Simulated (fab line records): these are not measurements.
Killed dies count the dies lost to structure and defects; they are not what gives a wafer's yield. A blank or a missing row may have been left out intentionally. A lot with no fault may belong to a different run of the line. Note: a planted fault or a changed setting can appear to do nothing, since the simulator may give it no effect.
The tool behind it: which one?    flow gf180mcu    18 wafers from 6 lots sampled at 2 of the route's 602 steps

## WHAT EACH GAUGE READ, for each wafer
GF_V2_RS_MEAS_24: measurement is done with a four-point probe.
lot   measured      on             V2_W_RS (ohm/sq)
L222  day 21 16:21  film-metro-01  0.326 0.334 0.328
L226  day 23 07:02  film-metro-02  0.327 0.326 0.332
L229  day 24 09:53  film-metro-01  0.326 0.326 0.330
L233  day 26 03:15  film-metro-01  0.328 0.333 0.335
L237  day 27 09:53  film-metro-01  0.328 0.331 0.330
L239  day 27 18:35  film-metro-02  0.324 0.329 0.329

## WHICH TOOL RAN EACH LOT (tool, then ch and the chambers of the sampled wafers, then the start)
lot   GF_V2_SPUTTER_21
L222  pvd-sputter-03, day 21 16:07
L226  pvd-sputter-04, day 23 06:49
L229  pvd-sputter-03, day 24 09:39
L233  pvd-sputter-04, day 26 03:02
L237  pvd-sputter-04, day 27 09:38
L239  pvd-sputter-04, day 27 18:23
- GF_V2_SPUTTER_21: material Ti, target thk 15 nm, time 80.02 s.

## THE ANSWER, worked out from the rows above alone
Rule: the lots themselves supply what counts as usual. The widest of any qualifying gaps counts: lots, ordered by their means at a reading, are off when they make up no more than a third of the lots, leave a main group of 4 or more, and stand apart from it by 3 or more times the standard deviation of that group's means. Not used: any main group whose means are identical at the precision the tables above print for the reading. A lot without any number at a reading at which 4 lots or more have one is off too. Where the step has rows for the other lots, those lots are counted as sound.
No lot is off on any of the readings shown, so nothing can be concluded from this.

## WHAT WAS PUT IN BY THE SIMULATOR
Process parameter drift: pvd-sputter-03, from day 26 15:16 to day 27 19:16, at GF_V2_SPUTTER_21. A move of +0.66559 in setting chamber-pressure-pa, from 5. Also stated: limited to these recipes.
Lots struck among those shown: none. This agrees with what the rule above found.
